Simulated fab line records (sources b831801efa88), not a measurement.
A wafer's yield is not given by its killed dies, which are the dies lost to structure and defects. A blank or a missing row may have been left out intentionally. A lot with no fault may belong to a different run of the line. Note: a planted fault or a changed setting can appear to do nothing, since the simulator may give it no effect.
fab line records :: flow gf180mcu :: part 2 of 2: steps 26 to 35 of 35
record
  lots=5
  wafers=15
  lastDay=34
route steps=602 shown M2@375 V2@382 M3@409
lots untouched by any fault: they come from a run of this same line in which no faults occurred
startH: the number of hours between the record's first day and the start of the first shown wafer of the lot :: waitH: how many hours have passed since the lot's step before this one :: " repeats the value in the row above :: L1.1+2: a single row standing in for several wafers :: - value missing, or start not given :: * or withheld: withheld :: < > ~ a bound
route shown NAME@n: NAME is a module with steps in the file, n the number in the route of the first one :: usual: mean/standard deviation of fault-free wafers :: same: alike in all rows :: chamber/n: place in a boat :: sites: each site's reading :: _std_site: the values' standard deviation :: _edge_site: mean of outer sites minus mean of inner sites :: radiusMm: for every site, how far away it sits from the centre of the wafer :: mask NAME#n: copy n :: behind: the tool/chamber that last shaped the wafer :: hold: what put the lot on hold/how long, in hours/how the hold closed :: device: the transistor (n, p or np) that didn't switch :: end of line: the same wafers' tests at the end of the route :: a step without rows: its recipe alone :: killed: not the wafer's yield, but the dies lost to structure and defects at the first sort :: map: shows each die of a wafer: x if killed, . if not, _ if none is there
set.NAME: the run value of the setting; set.NAME@STEP: its run value at that earlier step :: model.NAME: the simulator's own value behind a step, which no gauge read
certain route steps with their lots: each step a table, each wafer a row
services: from which hour (startH, from the record's first day; less than 0 if before it) a tool's chamber was out of use, for how many hours, and why
## steps
# step GF_V2_STRIP_18
# recipe
  chemistry=O2/N2
  powerW=1400
  pressureMtorr=1500
  platenTempC=250
  o2FlowSccm=3000
  n2FlowSccm=300
  overashFraction=0.5
# usual
  drypumpMotorCurrentA=5.4/0.76
  heaterPowerW=291/24
  n2FlowSccm=300.1/0.91
  oesProductAu=0.591/0.0046
# same
  overashFraction=0.5
lot.wafer: L075.3
tool: plasmaAsher-02
chamber: 1
startH: 478.50
waitH: -
drypumpMotorCurrentA: 6.6
heaterPowerW: 259
n2FlowSccm: 299.2
oesProductAu: 0.601
rfHoursCounterH: -

lot.wafer: L075.4
tool: plasmaAsher-02
chamber: 0
startH: 478.50
waitH: -
drypumpMotorCurrentA: 4.8
heaterPowerW: 308
n2FlowSccm: 299.6
oesProductAu: 0.589
rfHoursCounterH: -

lot.wafer: L075.6
tool: plasmaAsher-02
chamber: 0
startH: 478.50
waitH: -
drypumpMotorCurrentA: 4.8
heaterPowerW: 305
n2FlowSccm: 299.0
oesProductAu: 0.584
rfHoursCounterH: -

lot.wafer: L078.1
tool: plasmaAsher-04
chamber: 1
startH: 498.01
waitH: -
drypumpMotorCurrentA: 5.1
heaterPowerW: 261
n2FlowSccm: 301.5
oesProductAu: 0.583
rfHoursCounterH: 86

lot.wafer: L078.2
tool: plasmaAsher-04
chamber: 0
startH: 498.01
waitH: -
drypumpMotorCurrentA: 4.7
heaterPowerW: 319
n2FlowSccm: 299.0
oesProductAu: 0.590
rfHoursCounterH: 86

lot.wafer: L078.5
tool: plasmaAsher-04
chamber: 1
startH: 498.01
waitH: -
drypumpMotorCurrentA: 5.1
heaterPowerW: 259
n2FlowSccm: 301.0
oesProductAu: 0.593
rfHoursCounterH: -

lot.wafer: L084.1
tool: plasmaAsher-02
chamber: 0
startH: 552.91
waitH: -
drypumpMotorCurrentA: 4.8
heaterPowerW: 310
n2FlowSccm: 300.1
oesProductAu: 0.582
rfHoursCounterH: 45

lot.wafer: L084.3
tool: plasmaAsher-02
chamber: 0
startH: 552.91
waitH: -
drypumpMotorCurrentA: 4.8
heaterPowerW: 308
n2FlowSccm: 299.6
oesProductAu: 0.597
rfHoursCounterH: -

lot.wafer: L084.5
tool: plasmaAsher-02
chamber: 1
startH: 552.91
waitH: -
drypumpMotorCurrentA: 6.5
heaterPowerW: 264
n2FlowSccm: 300.5
oesProductAu: 0.593
rfHoursCounterH: -

lot.wafer: L093.1
tool: plasmaAsher-02
chamber: 0
startH: 620.81
waitH: -
drypumpMotorCurrentA: 4.8
heaterPowerW: 301
n2FlowSccm: 301.3
oesProductAu: 0.583
rfHoursCounterH: 53

lot.wafer: L093.3
tool: plasmaAsher-02
chamber: 1
startH: 620.81
waitH: -
drypumpMotorCurrentA: 6.6
heaterPowerW: 264
n2FlowSccm: 300.2
oesProductAu: 0.590
rfHoursCounterH: -

lot.wafer: L093.4
tool: plasmaAsher-02
chamber: 0
startH: 620.81
waitH: -
drypumpMotorCurrentA: 4.8
heaterPowerW: 311
n2FlowSccm: 300.8
oesProductAu: 0.587
rfHoursCounterH: -

lot.wafer: L097.1
tool: plasmaAsher-02
chamber: 1
startH: 648.45
waitH: -
drypumpMotorCurrentA: 6.5
heaterPowerW: 261
n2FlowSccm: 299.8
oesProductAu: 0.586
rfHoursCounterH: 56

lot.wafer: L097.2
tool: plasmaAsher-02
chamber: 0
startH: 648.45
waitH: -
drypumpMotorCurrentA: 4.8
heaterPowerW: 305
n2FlowSccm: 301.6
oesProductAu: 0.587
rfHoursCounterH: 56

lot.wafer: L097.3
tool: plasmaAsher-02
chamber: 0
startH: 648.45
waitH: -
drypumpMotorCurrentA: 4.8
heaterPowerW: 303
n2FlowSccm: 301.1
oesProductAu: 0.589
rfHoursCounterH: -
# step GF_V2_STRIP_19
# recipe
  chemistry=postEtchResidueRemover
  timeS=1200
  tempC=72.5
# usual
  bathHeatDutyPct=14.7/1.1
# same
  timeS=1200
lot.wafer: L075.3
tool: wetBench-03
chamber: 0
startH: 478.56
waitH: 0.0
bathHeatDutyPct: 14.5

lot.wafer: L075.4
tool: wetBench-03
chamber: 0
startH: 478.56
waitH: 0.0
bathHeatDutyPct: 14.7

lot.wafer: L075.6
tool: wetBench-03
chamber: 0
startH: 478.56
waitH: 0.0
bathHeatDutyPct: 15.2

lot.wafer: L078.1
tool: wetBench-04
chamber: 1
startH: 498.11
waitH: 0.1
bathHeatDutyPct: 14.1

lot.wafer: L078.2
tool: wetBench-04
chamber: 1
startH: 498.11
waitH: 0.1
bathHeatDutyPct: 14.8

lot.wafer: L078.5
tool: wetBench-04
chamber: 1
startH: 498.11
waitH: 0.1
bathHeatDutyPct: 14.9

lot.wafer: L084.1
tool: wetBench-03
chamber: 0
startH: 553.01
waitH: 0.1
bathHeatDutyPct: 15.2

lot.wafer: L084.3
tool: wetBench-03
chamber: 0
startH: 553.01
waitH: 0.1
bathHeatDutyPct: 15.6

lot.wafer: L084.5
tool: wetBench-03
chamber: 0
startH: 553.01
waitH: 0.1
bathHeatDutyPct: 14.7

lot.wafer: L093.1
tool: wetBench-01
chamber: 3
startH: 620.91
waitH: 0.1
bathHeatDutyPct: 14.4

lot.wafer: L093.3
tool: wetBench-01
chamber: 3
startH: 620.91
waitH: 0.1
bathHeatDutyPct: 12.7

lot.wafer: L093.4
tool: wetBench-01
chamber: 3
startH: 620.91
waitH: 0.1
bathHeatDutyPct: 13.3

lot.wafer: L097.1
tool: wetBench-03
chamber: 2
startH: 648.55
waitH: 0.1
bathHeatDutyPct: 14.5

lot.wafer: L097.2
tool: wetBench-03
chamber: 2
startH: 648.55
waitH: 0.1
bathHeatDutyPct: 15.0

lot.wafer: L097.3
tool: wetBench-03
chamber: 2
startH: 648.55
waitH: 0.1
bathHeatDutyPct: 13.9
# step GF_V2_CLEAN_20
# recipe
  chemistry=DIW
  dry=n2Spin
lot.wafer: L075.3+4+6
tool: wetBench-01
chamber: 3
startH: 478.90
waitH: 0.0

lot.wafer: L078.1+2+5
tool: wetBench-03
chamber: 1
startH: 498.45
waitH: 0.0

lot.wafer: L084.1+3+5
tool: wetBench-04
chamber: 0
startH: 553.35
waitH: 0.0

lot.wafer: L093.1+3+4
tool: wetBench-04
chamber: 0
startH: 621.31
waitH: 0.0

lot.wafer: L097.1+2+3
tool: wetBench-01
chamber: 1
startH: 648.90
waitH: 0.0
# step GF_V2_SPUTTER_21
# recipe
  material=Ti
  targetThkNm=15
  chamberPressurePa=5
  powerW=2500
  substrateTempC=200
  timeS=80.02
# usual
  throttleValvePct=29.7/1.2
# same
  timeS=80.02
lot.wafer: L075.3
tool: pvdSputter-02
chamber: -
startH: 479.00
waitH: 0.0
throttleValvePct: 26.6

lot.wafer: L075.4
tool: pvdSputter-02
chamber: -
startH: 479.00
waitH: 0.0
throttleValvePct: 30.0

lot.wafer: L075.6
tool: pvdSputter-02
chamber: -
startH: 479.00
waitH: 0.0
throttleValvePct: 28.3

lot.wafer: L078.1
tool: pvdSputter-03
chamber: -
startH: 498.56
waitH: 0.0
throttleValvePct: 29.5

lot.wafer: L078.2
tool: pvdSputter-03
chamber: -
startH: 498.56
waitH: 0.0
throttleValvePct: 31.1

lot.wafer: L078.5
tool: pvdSputter-03
chamber: -
startH: 498.56
waitH: 0.0
throttleValvePct: 29.7

lot.wafer: L084.1
tool: pvdSputter-03
chamber: -
startH: 553.44
waitH: 0.0
throttleValvePct: 31.0

lot.wafer: L084.3
tool: pvdSputter-03
chamber: -
startH: 553.44
waitH: 0.0
throttleValvePct: 28.5

lot.wafer: L084.5
tool: pvdSputter-03
chamber: -
startH: 553.44
waitH: 0.0
throttleValvePct: 28.7

lot.wafer: L093.1
tool: pvdSputter-02
chamber: -
startH: 621.42
waitH: 0.0
throttleValvePct: 30.4

lot.wafer: L093.3
tool: pvdSputter-02
chamber: -
startH: 621.42
waitH: 0.0
throttleValvePct: 28.3

lot.wafer: L093.4
tool: pvdSputter-02
chamber: -
startH: 621.42
waitH: 0.0
throttleValvePct: 29.8

lot.wafer: L097.1
tool: pvdSputter-04
chamber: -
startH: 649.00
waitH: 0.0
throttleValvePct: 29.7

lot.wafer: L097.2
tool: pvdSputter-04
chamber: -
startH: 649.00
waitH: 0.0
throttleValvePct: 28.2

lot.wafer: L097.3
tool: pvdSputter-04
chamber: -
startH: 649.00
waitH: 0.0
throttleValvePct: 29.5
# step GF_V2_SPUTTER_22
# recipe
  material=TiN
  targetThkNm=10
  chamberPressurePa=5
  powerW=4000
  timeS=40
# usual
  throttleValvePct=29.7/1.2
# same
  timeS=40
lot.wafer: L075.3
tool: pvdSputter-02
chamber: -
startH: 479.07
waitH: 0.0
throttleValvePct: 26.5

lot.wafer: L075.4
tool: pvdSputter-02
chamber: -
startH: 479.07
waitH: 0.0
throttleValvePct: 29.9

lot.wafer: L075.6
tool: pvdSputter-02
chamber: -
startH: 479.07
waitH: 0.0
throttleValvePct: 28.5

lot.wafer: L078.1
tool: pvdSputter-03
chamber: -
startH: 498.62
waitH: 0.0
throttleValvePct: 29.5

lot.wafer: L078.2
tool: pvdSputter-03
chamber: -
startH: 498.62
waitH: 0.0
throttleValvePct: 31.0

lot.wafer: L078.5
tool: pvdSputter-03
chamber: -
startH: 498.62
waitH: 0.0
throttleValvePct: 29.7

lot.wafer: L084.1
tool: pvdSputter-03
chamber: -
startH: 553.51
waitH: 0.0
throttleValvePct: 31.1

lot.wafer: L084.3
tool: pvdSputter-03
chamber: -
startH: 553.51
waitH: 0.0
throttleValvePct: 28.7

lot.wafer: L084.5
tool: pvdSputter-03
chamber: -
startH: 553.51
waitH: 0.0
throttleValvePct: 28.6

lot.wafer: L093.1
tool: pvdSputter-02
chamber: -
startH: 621.48
waitH: 0.0
throttleValvePct: 30.3

lot.wafer: L093.3
tool: pvdSputter-02
chamber: -
startH: 621.48
waitH: 0.0
throttleValvePct: 28.2

lot.wafer: L093.4
tool: pvdSputter-02
chamber: -
startH: 621.48
waitH: 0.0
throttleValvePct: 30.2

lot.wafer: L097.1
tool: pvdSputter-04
chamber: -
startH: 649.07
waitH: 0.0
throttleValvePct: 29.7

lot.wafer: L097.2
tool: pvdSputter-04
chamber: -
startH: 649.07
waitH: 0.0
throttleValvePct: 28.2

lot.wafer: L097.3
tool: pvdSputter-04
chamber: -
startH: 649.07
waitH: 0.0
throttleValvePct: 29.1
# step GF_V2_CVD_23
# recipe
  material=W
  targetThkNm=350
  timeS=104.94
  tempC=400
  pressureTorr=40
# usual
  heaterPowerOuterW=497/97
  heaterPowerW=826/160
# same
  timeS=104.94
lot.wafer: L075.3
tool: cvdW-01
chamber: 0
startH: 479.14
waitH: 0.1
heaterPowerOuterW: 646
heaterPowerW: 1059

lot.wafer: L075.4
tool: cvdW-01
chamber: 1
startH: 479.14
waitH: 0.1
heaterPowerOuterW: 522
heaterPowerW: 903

lot.wafer: L075.6
tool: cvdW-01
chamber: 1
startH: 479.14
waitH: 0.1
heaterPowerOuterW: 544
heaterPowerW: 914

lot.wafer: L078.1
tool: cvdW-01
chamber: 1
startH: 498.66
waitH: 0.0
heaterPowerOuterW: 547
heaterPowerW: 947

lot.wafer: L078.2
tool: cvdW-01
chamber: 0
startH: 498.66
waitH: 0.0
heaterPowerOuterW: 633
heaterPowerW: 1067

lot.wafer: L078.5
tool: cvdW-01
chamber: 0
startH: 498.66
waitH: 0.0
heaterPowerOuterW: 624
heaterPowerW: 1046

lot.wafer: L084.1
tool: cvdW-01
chamber: 1
startH: 553.54
waitH: 0.0
heaterPowerOuterW: 538
heaterPowerW: 894

lot.wafer: L084.3
tool: cvdW-01
chamber: 1
startH: 553.54
waitH: 0.0
heaterPowerOuterW: 529
heaterPowerW: 918

lot.wafer: L084.5
tool: cvdW-01
chamber: 1
startH: 553.54
waitH: 0.0
heaterPowerOuterW: 528
heaterPowerW: 900

lot.wafer: L093.1
tool: cvdW-02
chamber: 0
startH: 621.52
waitH: 0.0
heaterPowerOuterW: 373
heaterPowerW: 644

lot.wafer: L093.3
tool: cvdW-02
chamber: 0
startH: 621.52
waitH: 0.0
heaterPowerOuterW: 369
heaterPowerW: 633

lot.wafer: L093.4
tool: cvdW-02
chamber: 1
startH: 621.52
waitH: 0.0
heaterPowerOuterW: 445
heaterPowerW: 722

lot.wafer: L097.1
tool: cvdW-02
chamber: 1
startH: 649.11
waitH: 0.0
heaterPowerOuterW: 449
heaterPowerW: 707

lot.wafer: L097.2
tool: cvdW-02
chamber: 0
startH: 649.11
waitH: 0.0
heaterPowerOuterW: 375
heaterPowerW: 638

lot.wafer: L097.3
tool: cvdW-02
chamber: 1
startH: 649.11
waitH: 0.0
heaterPowerOuterW: 444
heaterPowerW: 725
# step GF_V2_RS_MEAS_24
# recipe
  thkMeasGauge=four-point-probe
  reads=W_of_V2_CVD_23+TiN_of_V2_SPUTTER_22+Ti_of_V2_SPUTTER_21
# usual
  V2_W_RS=0.324/0.0032
lot.wafer: L075.3
tool: filmMetro-01
chamber: -
startH: 479.26
waitH: 0.1
V2_W_RS[ohm/sq]: 0.323

lot.wafer: L075.4
tool: filmMetro-01
chamber: -
startH: 479.26
waitH: 0.1
V2_W_RS[ohm/sq]: 0.320

lot.wafer: L075.6
tool: filmMetro-01
chamber: -
startH: 479.26
waitH: 0.1
V2_W_RS[ohm/sq]: 0.324

lot.wafer: L078.1
tool: filmMetro-01
chamber: -
startH: 498.77
waitH: 0.1
V2_W_RS[ohm/sq]: 0.324

lot.wafer: L078.2
tool: filmMetro-01
chamber: -
startH: 498.77
waitH: 0.1
V2_W_RS[ohm/sq]: 0.323

lot.wafer: L078.5
tool: filmMetro-01
chamber: -
startH: 498.77
waitH: 0.1
V2_W_RS[ohm/sq]: 0.324

lot.wafer: L084.1
tool: filmMetro-03
chamber: -
startH: 553.66
waitH: 0.1
V2_W_RS[ohm/sq]: 0.330

lot.wafer: L084.3
tool: filmMetro-03
chamber: -
startH: 553.66
waitH: 0.1
V2_W_RS[ohm/sq]: 0.323

lot.wafer: L084.5
tool: filmMetro-03
chamber: -
startH: 553.66
waitH: 0.1
V2_W_RS[ohm/sq]: 0.325

lot.wafer: L093.1
tool: filmMetro-01
chamber: -
startH: 621.63
waitH: 0.1
V2_W_RS[ohm/sq]: 0.325

lot.wafer: L093.3
tool: filmMetro-01
chamber: -
startH: 621.63
waitH: 0.1
V2_W_RS[ohm/sq]: 0.318

lot.wafer: L093.4
tool: filmMetro-01
chamber: -
startH: 621.63
waitH: 0.1
V2_W_RS[ohm/sq]: 0.324

lot.wafer: L097.1
tool: filmMetro-04
chamber: -
startH: 649.29
waitH: 0.1
V2_W_RS[ohm/sq]: 0.335

lot.wafer: L097.2
tool: filmMetro-04
chamber: -
startH: 649.29
waitH: 0.1
V2_W_RS[ohm/sq]: 0.326

lot.wafer: L097.3
tool: filmMetro-04
chamber: -
startH: 649.29
waitH: 0.1
V2_W_RS[ohm/sq]: 0.336
# step GF_V2_THK_MEAS_25
# recipe
  thkMeasGauge=xrf
  reads=W_of_V2_CVD_23
# usual
  V2_W_THK=353/6
lot.wafer: L075.3
tool: filmMetro-01
chamber: -
startH: 479.36
waitH: 0.1
V2_W_THK[nm]: 353

lot.wafer: L075.4
tool: filmMetro-01
chamber: -
startH: 479.36
waitH: 0.1
V2_W_THK[nm]: 356

lot.wafer: L075.6
tool: filmMetro-01
chamber: -
startH: 479.36
waitH: 0.1
V2_W_THK[nm]: 352

lot.wafer: L078.1
tool: filmMetro-01
chamber: -
startH: 498.89
waitH: 0.1
V2_W_THK[nm]: 350

lot.wafer: L078.2
tool: filmMetro-01
chamber: -
startH: 498.89
waitH: 0.1
V2_W_THK[nm]: 351

lot.wafer: L078.5
tool: filmMetro-01
chamber: -
startH: 498.89
waitH: 0.1
V2_W_THK[nm]: 348

lot.wafer: L084.1
tool: filmMetro-03
chamber: -
startH: 553.78
waitH: 0.1
V2_W_THK[nm]: 351

lot.wafer: L084.3
tool: filmMetro-03
chamber: -
startH: 553.78
waitH: 0.1
V2_W_THK[nm]: 358

lot.wafer: L084.5
tool: filmMetro-03
chamber: -
startH: 553.78
waitH: 0.1
V2_W_THK[nm]: 352

lot.wafer: L093.1
tool: filmMetro-01
chamber: -
startH: 621.75
waitH: 0.1
V2_W_THK[nm]: 345

lot.wafer: L093.3
tool: filmMetro-01
chamber: -
startH: 621.75
waitH: 0.1
V2_W_THK[nm]: 353

lot.wafer: L093.4
tool: filmMetro-01
chamber: -
startH: 621.75
waitH: 0.1
V2_W_THK[nm]: 348

lot.wafer: L097.1
tool: filmMetro-04
chamber: -
startH: 649.41
waitH: 0.1
V2_W_THK[nm]: 343

lot.wafer: L097.2
tool: filmMetro-04
chamber: -
startH: 649.41
waitH: 0.1
V2_W_THK[nm]: 354

lot.wafer: L097.3
tool: filmMetro-04
chamber: -
startH: 649.41
waitH: 0.1
V2_W_THK[nm]: 342
# step GF_V2_CMP_26
# recipe
  stopOn=SiO2
  downForcePsi=3.5
  platenRpm=60
  tOverpolishS=15
  targetThkNm=0
  padVelocityMS=0.94248
# usual
  motorCurrentA=11.0/0.84
  overpolishRunS=15.001/0.009
  timeToEndpointS=84/4.6
lot.wafer: L075.3
tool: cmp-02
chamber: 2
startH: 479.45
waitH: 0.1
motorCurrentA: 12.8
overpolishRunS: 14.985
timeToEndpointS: 85

lot.wafer: L075.4
tool: cmp-02
chamber: 3
startH: 479.45
waitH: 0.1
motorCurrentA: 9.9
overpolishRunS: 14.994
timeToEndpointS: 78

lot.wafer: L075.6
tool: cmp-02
chamber: 1
startH: 479.45
waitH: 0.1
motorCurrentA: 11.0
overpolishRunS: 14.990
timeToEndpointS: 80

lot.wafer: L078.1
tool: cmp-02
chamber: 0
startH: 499.05
waitH: 0.1
motorCurrentA: 10.7
overpolishRunS: 14.982
timeToEndpointS: 91

lot.wafer: L078.2
tool: cmp-02
chamber: 1
startH: 499.05
waitH: 0.1
motorCurrentA: 10.9
overpolishRunS: 15.018
timeToEndpointS: 81

lot.wafer: L078.5
tool: cmp-02
chamber: 3
startH: 499.05
waitH: 0.1
motorCurrentA: 10.4
overpolishRunS: 15.011
timeToEndpointS: 76

lot.wafer: L084.1
tool: cmp-01
chamber: 0
startH: 553.89
waitH: 0.1
motorCurrentA: 11.3
overpolishRunS: 15.001
timeToEndpointS: 88

lot.wafer: L084.3
tool: cmp-01
chamber: 2
startH: 553.89
waitH: 0.1
motorCurrentA: 9.9
overpolishRunS: 15.001
timeToEndpointS: 84

lot.wafer: L084.5
tool: cmp-01
chamber: 3
startH: 553.89
waitH: 0.1
motorCurrentA: 11.7
overpolishRunS: 14.989
timeToEndpointS: 92

lot.wafer: L093.4
tool: cmp-02
chamber: 2
startH: 621.99
waitH: 0.2
motorCurrentA: 11.7
overpolishRunS: 15.009
timeToEndpointS: 86

lot.wafer: L093.3
tool: cmp-02
chamber: 3
startH: 621.99
waitH: 0.2
motorCurrentA: 9.9
overpolishRunS: 15.022
timeToEndpointS: 78

lot.wafer: L093.1
tool: cmp-02
chamber: 1
startH: 621.99
waitH: 0.2
motorCurrentA: 11.1
overpolishRunS: 15.001
timeToEndpointS: 84

lot.wafer: L097.1
tool: cmp-02
chamber: 1
startH: 649.47
waitH: 0.1
motorCurrentA: 10.8
overpolishRunS: 15.007
timeToEndpointS: 81

lot.wafer: L097.3
tool: cmp-02
chamber: 2
startH: 649.47
waitH: 0.1
motorCurrentA: 12.3
overpolishRunS: 15.010
timeToEndpointS: 82

lot.wafer: L097.2
tool: cmp-02
chamber: 3
startH: 649.47
waitH: 0.1
motorCurrentA: 9.6
overpolishRunS: 14.995
timeToEndpointS: 80
# step GF_M3_SPUTTER_00
# recipe
  material=Ti
  targetThkNm=37.5
  arrivingIonEnergyEv=80
  substrateTempC=200
  chamberPressurePa=2
  powerW=4000
  timeS=150
# usual
  throttleValvePct=29.5/1.3
# same
  timeS=150
lot.wafer: L075.3
tool: pvdSputter-02
chamber: -
startH: 479.72
waitH: 0.2
throttleValvePct: 30.1

lot.wafer: L075.4
tool: pvdSputter-02
chamber: -
startH: 479.72
waitH: 0.2
throttleValvePct: 26.3

lot.wafer: L075.6
tool: pvdSputter-02
chamber: -
startH: 479.72
waitH: 0.2
throttleValvePct: 28.4

lot.wafer: L078.1
tool: pvdSputter-02
chamber: -
startH: 499.25
waitH: 0.1
throttleValvePct: 30.3

lot.wafer: L078.2
tool: pvdSputter-02
chamber: -
startH: 499.25
waitH: 0.1
throttleValvePct: 28.3

lot.wafer: L078.5
tool: pvdSputter-02
chamber: -
startH: 499.25
waitH: 0.1
throttleValvePct: 28.4

lot.wafer: L084.1
tool: pvdSputter-01
chamber: -
startH: 554.14
waitH: 0.2
throttleValvePct: 29.9

lot.wafer: L084.3
tool: pvdSputter-01
chamber: -
startH: 554.14
waitH: 0.2
throttleValvePct: 31.2

lot.wafer: L084.5
tool: pvdSputter-01
chamber: -
startH: 554.14
waitH: 0.2
throttleValvePct: 30.0

lot.wafer: L093.1
tool: pvdSputter-02
chamber: -
startH: 622.29
waitH: 0.1
throttleValvePct: 26.7

lot.wafer: L093.3
tool: pvdSputter-02
chamber: -
startH: 622.29
waitH: 0.1
throttleValvePct: 30.3

lot.wafer: L093.4
tool: pvdSputter-02
chamber: -
startH: 622.29
waitH: 0.1
throttleValvePct: 28.8

lot.wafer: L097.1
tool: pvdSputter-03
chamber: -
startH: 649.77
waitH: 0.2
throttleValvePct: 29.6

lot.wafer: L097.2
tool: pvdSputter-03
chamber: -
startH: 649.77
waitH: 0.2
throttleValvePct: 31.1

lot.wafer: L097.3
tool: pvdSputter-03
chamber: -
startH: 649.77
waitH: 0.2
throttleValvePct: 28.7
## services
tool: rieDiel-04
chamber: 1
startH: 431.38
hours: 6.4
kind: repair

tool: cmp-02
chamber: -
startH: 450.45
hours: 2.8
kind: pm

tool: rieMetal-01
chamber: 0
startH: 455.82
hours: 21.0
kind: repair

tool: krfScanner-01
chamber: -
startH: 458.57
hours: 0.8
kind: pm

tool: krfScanner-01
chamber: -
startH: 465.78
hours: 0.3
kind: repair

tool: cmp-01
chamber: -
startH: 475.28
hours: 0.6
kind: repair

tool: krfScanner-01
chamber: -
startH: 475.49
hours: 0.3
kind: repair

tool: rieMetal-01
chamber: 1
startH: 483.96
hours: 5.6
kind: repair

tool: rieDiel-04
chamber: 3
startH: 487.01
hours: 6.1
kind: repair

tool: krfScanner-01
chamber: -
startH: 488.28
hours: 1.0
kind: pm

tool: cmp-02
chamber: -
startH: 489.44
hours: 1.6
kind: repair

tool: krfScanner-01
chamber: -
startH: 498.64
hours: 1.3
kind: pm

tool: rieMetal-01
chamber: 0
startH: 502.38
hours: 15.4
kind: repair

tool: cmp-01
chamber: -
startH: 505.28
hours: 2.5
kind: repair

tool: rieDiel-02
chamber: 3
startH: 507.45
hours: 5.8
kind: repair

tool: krfScanner-01
chamber: -
startH: 510.57
hours: 6.4
kind: repair

tool: krfScanner-01
chamber: -
startH: 516.92
hours: 4.0
kind: pm

tool: krfScanner-01
chamber: -
startH: 522.46
hours: 0.2
kind: repair

tool: wetBench-01
chamber: -
startH: 548.21
hours: 1.9
kind: pm

tool: rieDiel-02
chamber: 1
startH: 552.64
hours: 3.1
kind: repair

tool: cmp-01
chamber: -
startH: 572.35
hours: 4.0
kind: pm

tool: pvdSputter-03
chamber: -
startH: 600.52
hours: 3.6
kind: repair

tool: cmp-02
chamber: -
startH: 632.04
hours: 4.0
kind: pm

tool: pvdSputter-03
chamber: -
startH: 644.63
hours: 0.8
kind: repair
